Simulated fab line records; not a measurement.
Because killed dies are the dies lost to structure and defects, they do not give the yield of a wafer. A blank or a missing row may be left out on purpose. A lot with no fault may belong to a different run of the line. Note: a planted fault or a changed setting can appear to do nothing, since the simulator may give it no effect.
Commonality check across tools | flow sky130 | Sampled: 13 lots, 39 wafers

## REASON FOR OPENING
At SKY_SD_P_TW_MEAS_11 the reading SD_P_TW is flagged on 1 of 13 lots. Wafers without a fault read 2792, standard deviation 38.
Rule: a lot is flagged when every wafer of it that has a number lies more than 4 standard deviations from that mean, or none has a number. The other lots count as sound.

lot  | measured     | on            | SD_P_TW, wafer by wafer | flag
L460 | day 25 15:01 | film-metro-01 | 2730 2745 2745          |
L461 | day 26 01:14 | film-metro-01 | 2744 2747 2759          |
L462 | day 26 04:44 | film-metro-01 | 2760 2752 2743          |
L463 | day 26 21:25 | film-metro-01 | 2757 2741 2740          |
L464 | day 27 00:14 | film-metro-04 | 2798 2790 2792          |
L465 | day 27 11:40 | film-metro-02 | 2812 2826 2830          |
L468 | day 29 04:18 | film-metro-02 | 2844 2843 2848          |
L469 | day 29 09:15 | film-metro-04 | 2781 2792 2784          |
L470 | day 29 10:52 | film-metro-02 | 30 30 30                | FLAGGED
L477 | day 31 18:47 | film-metro-02 | 2862 2828 2835          |
L478 | day 31 23:13 | film-metro-04 | 2819 2829 2809          |
L480 | day 33 06:07 | film-metro-04 | 2805 2805 2804          |
L482 | day 33 21:59 | film-metro-04 | 2822 2812 2816          |
The numbers of the flagged lots are 30 on average: -2762 against the usual, or -73 standard deviations.

## LOT BY LOT: THE TOOL USED
The record holds 2 process steps before the reading, out of a route of 708 steps. Read each cell as the tool, then ch plus the chambers that the sampled wafers visited, then the start.
lot  | flag    | SKY_POLY_CUT_ETCH_10               | SKY_SD_P_EXPOSE_04
L460 |         | rie-diel-01 ch 0,2,3, day 24 08:57 | iline-stepper-02 ch 0, day 24 23:29
L461 |         | rie-diel-04 ch 0,1,2, day 24 19:08 | iline-stepper-01 ch 0, day 25 09:59
L462 |         | rie-diel-03 ch 0,2,3, day 24 23:00 | iline-stepper-02 ch 0, day 25 13:34
L463 |         | rie-diel-03 ch 0,1, day 25 15:44   | iline-stepper-02 ch 0, day 26 06:36
L464 |         | rie-diel-03 ch 0,2,3, day 25 18:32 | iline-stepper-01 ch 0, day 26 09:16
L465 |         | rie-diel-01 ch 2,3, day 26 06:29   | iline-stepper-02 ch 0, day 26 21:11
L468 |         | rie-diel-04 ch 1,2, day 27 23:29   | iline-stepper-01 ch 0, day 28 14:11
L469 |         | rie-diel-03 ch 2,3, day 28 05:11   | iline-stepper-02 ch 0, day 28 19:17
L470 | FLAGGED | rie-diel-04 ch 0,1, day 28 06:08   | iline-stepper-01 ch 0, day 28 20:42
L477 |         | rie-diel-04 ch 1,2,3, day 30 16:11 | iline-stepper-01 ch 0, day 31 05:09
L478 |         | rie-diel-04 ch 0,2,3, day 30 20:47 | iline-stepper-02 ch 0, day 31 09:26
L480 |         | rie-diel-01 ch 1,3, day 32 02:20   | iline-stepper-01 ch 0, day 32 16:34
L482 |         | rie-diel-01 ch 1,3, day 32 18:38   | iline-stepper-01 ch 0, day 33 08:07
What the steps here do:
- SKY_POLY_CUT_ETCH_10: etches BARC in N2/H2, stops on SiO2, time 45.9 s, target depth 60 nm.
- SKY_SD_P_EXPOSE_04: exposes mask PSDM, target cd 380 nm.
- SKY_SD_P_TW_MEAS_11

## FLAGGED OVER TOTAL, TOOL BY TOOL (the gauges that took the reading come last)
step                 | tool             | lots run | flagged | share of the flagged lots | sound lots run after its first flagged lot
SKY_POLY_CUT_ETCH_10 | rie-diel-01      | 4        | 0       | none                      | -
SKY_POLY_CUT_ETCH_10 | rie-diel-03      | 4        | 0       | none                      | -
SKY_POLY_CUT_ETCH_10 | rie-diel-04      | 5        | 1       | all                       | 2 (L477,L478)
SKY_SD_P_EXPOSE_04   | iline-stepper-01 | 7        | 1       | all                       | 3 (L477,L480,L482)
SKY_SD_P_EXPOSE_04   | iline-stepper-02 | 6        | 0       | none                      | -
SKY_SD_P_TW_MEAS_11  | film-metro-01    | 4        | 0       | none                      | -
SKY_SD_P_TW_MEAS_11  | film-metro-02    | 4        | 1       | all                       | 1 (L477)
SKY_SD_P_TW_MEAS_11  | film-metro-04    | 5        | 0       | none                      | -

## WHAT THE TABLE PERMITS
In the table, 3 rows ran each flagged lot (rie-diel-04 at SKY_POLY_CUT_ETCH_10; iline-stepper-01 at SKY_SD_P_EXPOSE_04; film-metro-02 at SKY_SD_P_TW_MEAS_11).
- rie-diel-04 at SKY_POLY_CUT_ETCH_10 ran 5 lots, 1 of them flagged. Lots that were sound ran on it after the first flagged one (L477, L478); a persistent fault on the entire tool would not allow that.
- iline-stepper-01 at SKY_SD_P_EXPOSE_04 ran 7 lots, 1 of them flagged. Lots that were sound ran on it after the first flagged one (L477, L480, L482); a persistent fault on the entire tool would not allow that.
- film-metro-02 at SKY_SD_P_TW_MEAS_11 ran 4 lots, 1 of them flagged. Lots that were sound ran on it after the first flagged one (L477); a persistent fault on the entire tool would not allow that.
Every row of the table either missed a flagged lot or ran a sound lot after the first.

## WHAT THE SIMULATOR HAD PUT IN
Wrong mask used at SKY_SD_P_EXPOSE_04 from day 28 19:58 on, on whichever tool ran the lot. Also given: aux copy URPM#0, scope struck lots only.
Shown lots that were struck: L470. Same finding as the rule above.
